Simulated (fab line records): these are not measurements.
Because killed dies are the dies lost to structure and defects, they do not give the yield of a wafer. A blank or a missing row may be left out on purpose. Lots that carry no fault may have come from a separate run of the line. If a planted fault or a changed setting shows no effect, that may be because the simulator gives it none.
Problem report, 8D (eight disciplines) form, completed by code	flow gf180mcu	the parts of the form that need people (team, actions taken, sign-off) are left out

## 1. PROBLEM STATEMENT
Across 6 wafers from 2 lots, PSD_TW at GF_PSD_TW_MEAS_11 averages 1816, while fault-free wafers read 3173 with a standard deviation of 24. Measured from the usual mean, that is -57 standard deviations.
First seen on wafer L309.3, day 19 07:14, on film_metro-03. At this step, 30 wafers from 10 lots have a number in the record. By rule, "out" or "out of limits" means more than 4 standard deviations away from the usual mean. All remaining wafers that have a number are taken as sound.

## 2. WHAT IT IS AND WHAT IT IS NOT
question	is	is not
which readings at this step	PSD_TW	-
which lots	L309, L312	L295, L300, L303, L305, L314, L316, L317, L318
which wafers of those lots	all that have a number	-
read on which gauges	film_metro-01, film_metro-03	film_metro-04
when	from day 19 07:14	up to then (12 sound wafers); but 12 sound wafers of L314, L316, L317, L318 came after

## 3. WHAT RULES OUT EACH SUSPECT
Counting: any tool at a process step up to the reading is kept as a suspect provided that every lot that is out went through it and no sound lot did after the first of them.
- the gauge at GF_PSD_TW_MEAS_11 is ruled out. The wafers that are out were read on 2 gauges (film_metro-01, film_metro-03).
- plasma_asher-02 at GF_HV_LDD_STRIP_49 (strips in O2/N2): kept. It ran every lot that is out, first L309 (day 17 05:01), and no sound lot after that; its last sound lot up to then is L300 (day 13 20:14).
- implanter-03 at GF_PSD_IMPLANT_09: kept. It ran every lot that is out, first L309 (day 19 07:01), and no sound lot after that; its last sound lot up to then is L303 (day 16 19:44). Its own readings are out on those wafers: dose_ions_cm2, end_station_pressure_torr, faraday_current_uA.
Left after counting: plasma_asher-02 at GF_HV_LDD_STRIP_49, implanter-03 at GF_PSD_IMPLANT_09.

## 4. THE CAUSE (what the simulator had put in)
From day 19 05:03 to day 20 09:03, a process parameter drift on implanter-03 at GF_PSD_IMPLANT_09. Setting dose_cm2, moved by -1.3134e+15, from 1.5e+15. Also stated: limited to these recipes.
Counting left 2 suspects, and this tool is among them.

## 5. THE EFFECT CHAIN, in route order
Rows list readings where the struck wafers' mean (over those with a number) sits beyond 3 standard deviations from the usual. Readings are gone through only where the record gives a usual standard deviation; hours: the median, over the lots, of the time from a lot's start at the first step in this table giving one to that lot's start at this step; sigmas: the change measured in usual standard deviations.
hours	step	reading	usual	on struck wafers	change	sigmas
0	GF_PSD_IMPLANT_09	dose_ions_cm2	1.4998e+15	1.8478e+14	-1.3150e+15	-99 or more
0	GF_PSD_IMPLANT_09	end_station_pressure_torr	1.18e-05 Torr	5.93e-06	-5.87e-06	-10
0	GF_PSD_IMPLANT_09	faraday_current_uA	8245	1056	-7189	-45
0	GF_PSD_STRIP_10	oes_product_au	0.592 a.u.	0.707	+0.115	+23
0	GF_PSD_STRIP_10	strip_time_to_endpoint_s	16.550 s	12.678	-3.872	-99 or more
0	GF_PSD_TW_MEAS_11	PSD_TW	3173	1816	-1358	-57
1	GF_PSD_RS_MEAS_15	PSD_RS	108.45 ohm/sq	525.81	+417.36	+99 or more
It contains these process steps:
- GF_PSD_IMPLANT_09
- GF_PSD_STRIP_10: strips in O2/N2.

## 6. HOW IT WOULD HAVE BEEN CAUGHT EARLIER
2 hours passed between the start of the fault at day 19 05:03 and the first reading out of limits at a measuring or inspecting step in this record, taken at day 19 07:14.
At GF_PSD_IMPLANT_09, the tool's own readings (dose_ions_cm2, end_station_pressure_torr, faraday_current_uA) were out on each struck wafer the step has a row for, so an alarm limit on them would have fired on the first such wafer.
L312, from the lots that are out (2), started GF_PSD_IMPLANT_09 on implanter-03 later than day 19 07:14. A hold on the tool at that time would have spared it.
